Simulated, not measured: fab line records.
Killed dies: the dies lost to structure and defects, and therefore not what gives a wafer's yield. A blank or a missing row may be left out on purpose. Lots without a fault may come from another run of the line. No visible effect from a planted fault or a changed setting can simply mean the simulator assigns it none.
Comparing a struck lot with a sound one -- flow sky130 -- 15 steps out of a route of 708
Sound: these wafers, L199.3, L199.4, L199.6. The struck wafers were L203.1, L203.2, L203.4. The cause is given at the end.
Per side, at each step with rows, come the tool, then ch with its chambers, and then its first start. Under that, the readings that differ: sound wafers -- struck wafers -- difference of the means -- sigmas: that difference in standard deviations of wafers without a fault.
alike: readings whose means differ by less than 2 such deviations, and words and numbers that are the same on both sides. not compared: withheld readings, readings that some wafer has no value for, bounds like >300 that may hide the same value, and numbers for which the record gives no deviation and whose values overlap.
A row with sigmas, a row that says differs or no value, or rows on one side alone: a step with any of these is where the two part. Non-overlapping numbers with no deviation appear without sigmas and do not part them. A reading that every wafer of one side lacks parts them only if that side has two wafers or more.

first, 2 steps without rows for these wafers: SKY_CAP2M_PEB_10; SKY_CAP2M_DEVELOP_11 (develop time 60 s).
SKY_CAP2M_OVL_MEAS_12:
  struck on overlay-02, day 44 21:10; sound on overlay-01, day 43 16:00
  alike: CAP2M_OVL
SKY_CAP2M_METAL_ETCH_13: etches TiN in Cl2/BCl3, stops on SiO2, target depth 220 nm, time 62.9 s.
  sound on rieMetal-04 ch 0,1, day 43 16:03; struck on rieMetal-02 ch 0,1, day 44 21:12
  alike: chamberPressureMTorr, drypumpMotorCurrentA, oesProductAu, throttleValvePct
  not compared: rfHoursCounterH
SKY_CAP2M_STRIP_14: strips in O2/N2.
  sound on plasmaAsher-01 ch 0,1, day 43 16:08; struck on plasmaAsher-02 ch 0,1, day 44 21:17
  alike: chamberPressureMTorr, drypumpMotorCurrentA, n2FlowSccm, oesProductAu, stripTimeToEndpointS
  not compared: rfHoursCounterH
then, 7 steps without rows for these wafers: SKY_CAP2M_STRIP_15 (strips in post etch residue remover, time 1200 s); SKY_CAP2M_CLEAN_16 (cleans in IPA, time 180 s); SKY_CAP2M_CLEAN_17 (cleans in O3/DIW); SKY_METAL4_DEHYDRATE_05 (time 60 s); SKY_METAL4_HMDS_06 (prime time 60 s); SKY_METAL4_COAT_07 (resist thk 60 nm); SKY_METAL4_COAT_08 (resist thk 1140 nm).
SKY_METAL4_SOFTBAKE_09: time 90 s.
  sound on lithoTrack-03 ch 0, day 44 03:00; struck on lithoTrack-01 ch 0, day 45 07:00
reading,sound,struck,difference,sigmas
heaterPowerTotalW (W),57.38 57.09 57.23,62.38 62.56 62.45,+5.23,+44
runLengthS (s),119.00 119.08 118.92,97.48 97.41 97.46,-21.55,-99 or more
then, 1 step without rows for these wafers: SKY_METAL4_EXPOSE_10 (exposes mask MM4, target cd 300 nm).
-- the record jumps here: 4 days lie between the struck wafers' starts before and after (it left off in module METAL4 and takes up again in module PAD_OPEN, whose first step shown is number 708 of the route) --
SKY_PAD_OPEN_PROBE_99:
  struck on prober-01, day 49 08:14; sound on prober-01, day 48 09:23
  alike: defectLimitedYield, killed_at_M0_to_M3, killed_at_M4_up, killedAtContacts, killedAtFrontEnd, killedAtOther, killedDies, killedOpen, killedShort, sort_bin_3_pad_short, sort_bin_5_function, sort_bin_6_memory, sortNPass, sortYieldPct

== WHERE THEY PART ==
Within this record, at SKY_METAL4_SOFTBAKE_09 only. Later steps at which nothing parts them and some readings are alike: SKY_PAD_OPEN_PROBE_99.

WHY: the cause the simulator had injected
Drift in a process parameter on lithoTrack-01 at SKY_METAL4_SOFTBAKE_09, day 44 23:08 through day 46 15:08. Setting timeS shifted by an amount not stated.
